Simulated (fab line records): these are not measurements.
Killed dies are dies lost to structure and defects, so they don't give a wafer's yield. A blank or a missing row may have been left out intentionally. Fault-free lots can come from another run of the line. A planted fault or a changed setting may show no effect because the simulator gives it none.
Which of the tools did it? || flow sky130 || Sampling: 14 lots, 42 wafers, 5 of 708 route steps

## WHAT THE GAUGES READ, wafer by wafer
SKY_LDD_P_CD_MEAS_07 targets a cd of 380 nm. Usual: cdNm at 380.3 nm, with a standard deviation of 2.8.
{"lot": "L205", "measured": "day 19 07:47", "on": "cdSem-01", "cdNm (nm)": "380.0 381.4 378.0", "flag": ""}
{"lot": "L206", "measured": "day 19 16:13", "on": "cdSem-02", "cdNm (nm)": "379.9 378.7 381.4", "flag": ""}
{"lot": "L208", "measured": "day 20 12:59", "on": "cdSem-02", "cdNm (nm)": "383.1 383.1 380.1", "flag": ""}
{"lot": "L209", "measured": "day 20 16:37", "on": "cdSem-02", "cdNm (nm)": "377.2 379.1 376.4", "flag": ""}
{"lot": "L210", "measured": "day 21 18:13", "on": "cdSem-02", "cdNm (nm)": "376.9 375.5 378.1", "flag": ""}
{"lot": "L211", "measured": "day 21 23:35", "on": "cdSem-02", "cdNm (nm)": "382.8 384.1 382.0", "flag": ""}
{"lot": "L213", "measured": "day 22 19:40", "on": "cdSem-01", "cdNm (nm)": "299.3 299.3 301.0", "flag": "OFF"}
{"lot": "L214", "measured": "day 23 02:08", "on": "cdSem-02", "cdNm (nm)": "298.3 298.6 297.2", "flag": "OFF"}
{"lot": "L221", "measured": "day 25 09:53", "on": "cdSem-02", "cdNm (nm)": "385.3 383.1 381.8", "flag": ""}
{"lot": "L222", "measured": "day 25 16:27", "on": "cdSem-02", "cdNm (nm)": "384.3 381.5 380.9", "flag": ""}
{"lot": "L223", "measured": "day 26 11:47", "on": "cdSem-01", "cdNm (nm)": "380.3 377.3 379.7", "flag": ""}
{"lot": "L225", "measured": "day 26 16:42", "on": "cdSem-02", "cdNm (nm)": "381.2 383.1 384.3", "flag": ""}
{"lot": "L226", "measured": "day 26 19:43", "on": "cdSem-01", "cdNm (nm)": "379.9 379.2 383.1", "flag": ""}
{"lot": "L227", "measured": "day 27 19:47", "on": "cdSem-02", "cdNm (nm)": "375.5 377.9 375.2", "flag": ""}

SKY_LDD_P_TW_MEAS_11. Usual: for LDD_P_TW the level is 627 and the standard deviation is 5.2.
{"lot": "L205", "measured": "day 19 08:11", "on": "filmMetro-01", "LDD_P_TW": "627 626 626", "flag": ""}
{"lot": "L206", "measured": "day 19 16:37", "on": "filmMetro-04", "LDD_P_TW": "628 629 631", "flag": ""}
{"lot": "L208", "measured": "day 20 13:23", "on": "filmMetro-01", "LDD_P_TW": "625 625 628", "flag": ""}
{"lot": "L209", "measured": "day 20 17:01", "on": "filmMetro-01", "LDD_P_TW": "627 625 627", "flag": ""}
{"lot": "L210", "measured": "day 21 18:37", "on": "filmMetro-01", "LDD_P_TW": "629 629 628", "flag": ""}
{"lot": "L211", "measured": "day 21 23:59", "on": "filmMetro-04", "LDD_P_TW": "629 622 621", "flag": ""}
{"lot": "L213", "measured": "day 22 20:04", "on": "filmMetro-04", "LDD_P_TW": "620 620 620", "flag": ""}
{"lot": "L214", "measured": "day 23 02:32", "on": "filmMetro-01", "LDD_P_TW": "627 627 627", "flag": ""}
{"lot": "L221", "measured": "day 25 10:17", "on": "filmMetro-01", "LDD_P_TW": "623 625 627", "flag": ""}
{"lot": "L222", "measured": "day 25 16:52", "on": "filmMetro-01", "LDD_P_TW": "629 624 626", "flag": ""}
{"lot": "L223", "measured": "day 26 12:11", "on": "filmMetro-01", "LDD_P_TW": "624 627 627", "flag": ""}
{"lot": "L225", "measured": "day 26 17:06", "on": "filmMetro-04", "LDD_P_TW": "627 629 628", "flag": ""}
{"lot": "L226", "measured": "day 26 20:07", "on": "filmMetro-04", "LDD_P_TW": "625 628 626", "flag": ""}
{"lot": "L227", "measured": "day 27 20:11", "on": "filmMetro-01", "LDD_P_TW": "632 628 629", "flag": ""}

SKY_LDD_HVN_TW_MEAS_10. Usual: for LDD_HVN_TW the level is 1433 and the standard deviation is 17.
{"lot": "L205", "measured": "day 20 15:55", "on": "filmMetro-04", "LDD_HVN_TW": "1407 1409 1414", "flag": ""}
{"lot": "L206", "measured": "day 20 23:01", "on": "filmMetro-03", "LDD_HVN_TW": "1438 1454 1449", "flag": ""}
{"lot": "L208", "measured": "day 21 20:07", "on": "filmMetro-02", "LDD_HVN_TW": "1444 1442 1443", "flag": ""}
{"lot": "L209", "measured": "day 22 00:04", "on": "filmMetro-03", "LDD_HVN_TW": "1451 1448 1453", "flag": ""}
{"lot": "L210", "measured": "day 23 01:44", "on": "filmMetro-03", "LDD_HVN_TW": "1442 1438 1438", "flag": ""}
{"lot": "L211", "measured": "day 23 07:28", "on": "filmMetro-02", "LDD_HVN_TW": "1447 1449 1455", "flag": ""}
{"lot": "L213", "measured": "day 24 02:29", "on": "filmMetro-03", "LDD_HVN_TW": "1443 1456 1448", "flag": ""}
{"lot": "L214", "measured": "day 24 08:22", "on": "filmMetro-03", "LDD_HVN_TW": "1449 1442 1454", "flag": ""}
{"lot": "L221", "measured": "day 26 15:04", "on": "filmMetro-02", "LDD_HVN_TW": "1455 1450 1452", "flag": ""}
{"lot": "L222", "measured": "day 26 22:28", "on": "filmMetro-02", "LDD_HVN_TW": "1448 1451 1448", "flag": ""}
{"lot": "L223", "measured": "day 27 17:10", "on": "filmMetro-04", "LDD_HVN_TW": "1405 1413 1427", "flag": ""}
{"lot": "L225", "measured": "day 27 21:56", "on": "filmMetro-04", "LDD_HVN_TW": "1414 1417 1408", "flag": ""}
{"lot": "L226", "measured": "day 28 00:41", "on": "filmMetro-04", "LDD_HVN_TW": "1411 1413 1414", "flag": ""}
{"lot": "L227", "measured": "day 29 00:04", "on": "filmMetro-04", "LDD_HVN_TW": "1425 1424 1427", "flag": ""}

SKY_LDD_LDN_OVL_MEAS_07. Usual: for LDD_LDN_OVL the level is 0.2 nm and the standard deviation is 1.3.
{"lot": "L205", "measured": "day 23 04:32", "on": "overlay-01", "LDD_LDN_OVL (nm)": "0.1 -1.2 0.7", "flag": ""}
{"lot": "L206", "measured": "day 23 12:29", "on": "overlay-02", "LDD_LDN_OVL (nm)": "0.6 1.5 -0.8", "flag": ""}
{"lot": "L208", "measured": "day 24 08:50", "on": "overlay-02", "LDD_LDN_OVL (nm)": "-0.6 -1.7 -3.5", "flag": ""}
{"lot": "L209", "measured": "day 24 12:48", "on": "overlay-01", "LDD_LDN_OVL (nm)": "0.2 -1.1 -1.0", "flag": ""}
{"lot": "L210", "measured": "day 25 14:20", "on": "overlay-01", "LDD_LDN_OVL (nm)": "1.3 2.2 1.7", "flag": ""}
{"lot": "L211", "measured": "day 25 18:29", "on": "overlay-01", "LDD_LDN_OVL (nm)": "-1.4 -1.0 1.0", "flag": ""}
{"lot": "L213", "measured": "day 26 12:06", "on": "overlay-02", "LDD_LDN_OVL (nm)": "1.0 0.1 -1.1", "flag": ""}
{"lot": "L214", "measured": "day 26 18:53", "on": "overlay-02", "LDD_LDN_OVL (nm)": "1.1 0.4 -0.7", "flag": ""}
{"lot": "L221", "measured": "day 28 23:29", "on": "overlay-01", "LDD_LDN_OVL (nm)": "-1.1 0.8 -0.2", "flag": ""}
{"lot": "L222", "measured": "day 29 06:38", "on": "overlay-01", "LDD_LDN_OVL (nm)": "-0.4 0.3 1.6", "flag": ""}
{"lot": "L223", "measured": "day 30 00:53", "on": "overlay-01", "LDD_LDN_OVL (nm)": "2.0 1.6 0.3", "flag": ""}
{"lot": "L225", "measured": "day 30 04:53", "on": "overlay-02", "LDD_LDN_OVL (nm)": "0.6 0.1 0.0", "flag": ""}
{"lot": "L226", "measured": "day 30 08:18", "on": "overlay-02", "LDD_LDN_OVL (nm)": "-3.1 -1.2 -0.5", "flag": ""}
{"lot": "L227", "measured": "day 31 05:59", "on": "overlay-02", "LDD_LDN_OVL (nm)": "0.0 2.2 2.2", "flag": ""}

## EACH LOT AND THE TOOL THAT RAN IT (in order: tool; ch and the chambers of the sampled wafers; start)
{"lot": "L205", "SKY_LDD_P_DEVELOP_06": "lithoTrack-01 ch 0, day 19 07:38"}
{"lot": "L206", "SKY_LDD_P_DEVELOP_06": "lithoTrack-04 ch 0, day 19 16:04"}
{"lot": "L208", "SKY_LDD_P_DEVELOP_06": "lithoTrack-01 ch 0, day 20 12:50"}
{"lot": "L209", "SKY_LDD_P_DEVELOP_06": "lithoTrack-02 ch 0, day 20 16:29"}
{"lot": "L210", "SKY_LDD_P_DEVELOP_06": "lithoTrack-01 ch 0, day 21 18:05"}
{"lot": "L211", "SKY_LDD_P_DEVELOP_06": "lithoTrack-01 ch 0, day 21 23:26"}
{"lot": "L213", "SKY_LDD_P_DEVELOP_06": "lithoTrack-01 ch 0, day 22 19:32"}
{"lot": "L214", "SKY_LDD_P_DEVELOP_06": "lithoTrack-01 ch 0, day 23 01:59"}
{"lot": "L221", "SKY_LDD_P_DEVELOP_06": "lithoTrack-01 ch 0, day 25 09:44"}
{"lot": "L222", "SKY_LDD_P_DEVELOP_06": "lithoTrack-04 ch 0, day 25 16:16"}
{"lot": "L223", "SKY_LDD_P_DEVELOP_06": "lithoTrack-01 ch 0, day 26 11:38"}
{"lot": "L225", "SKY_LDD_P_DEVELOP_06": "lithoTrack-02 ch 0, day 26 16:34"}
{"lot": "L226", "SKY_LDD_P_DEVELOP_06": "lithoTrack-01 ch 0, day 26 19:35"}
{"lot": "L227", "SKY_LDD_P_DEVELOP_06": "lithoTrack-02 ch 0, day 27 19:38"}
- SKY_LDD_P_DEVELOP_06: develop time 60 s.

## AS READ BY THE TOOLS THEMSELVES (means over the sampled wafers that have a number; for cases with no such wafer, the mark the record gives instead)
The record holds no such reading with a usual standard deviation.

## THE ANSWER, worked out from the rows above alone
Rule: a lot counts as off when the mean over its wafers that have a number is more than 3 standard deviations away from the usual mean. Also off: a lot with no number at a reading for which 4 or more lots have one. All remaining lots with rows at the step are treated as sound. The gauges are gone through in route order, then the tools' own readings, and for those a lot's mean is taken as printed above. The first step at which some lot is off is used, and at that step the reading that is off furthest; a lot without a number counts as furthest.
Off at SKY_LDD_P_CD_MEAS_07 (cdNm): L213, L214.
If a tool, at a process step before that reading, ran all the lots that are off and no sound lot after the first of them, it fits. Those tools and the gauges at SKY_LDD_P_CD_MEAS_07 are tried in the same way. Not one of the candidates tried fits.

## WHAT WAS PUT IN BY THE SIMULATOR
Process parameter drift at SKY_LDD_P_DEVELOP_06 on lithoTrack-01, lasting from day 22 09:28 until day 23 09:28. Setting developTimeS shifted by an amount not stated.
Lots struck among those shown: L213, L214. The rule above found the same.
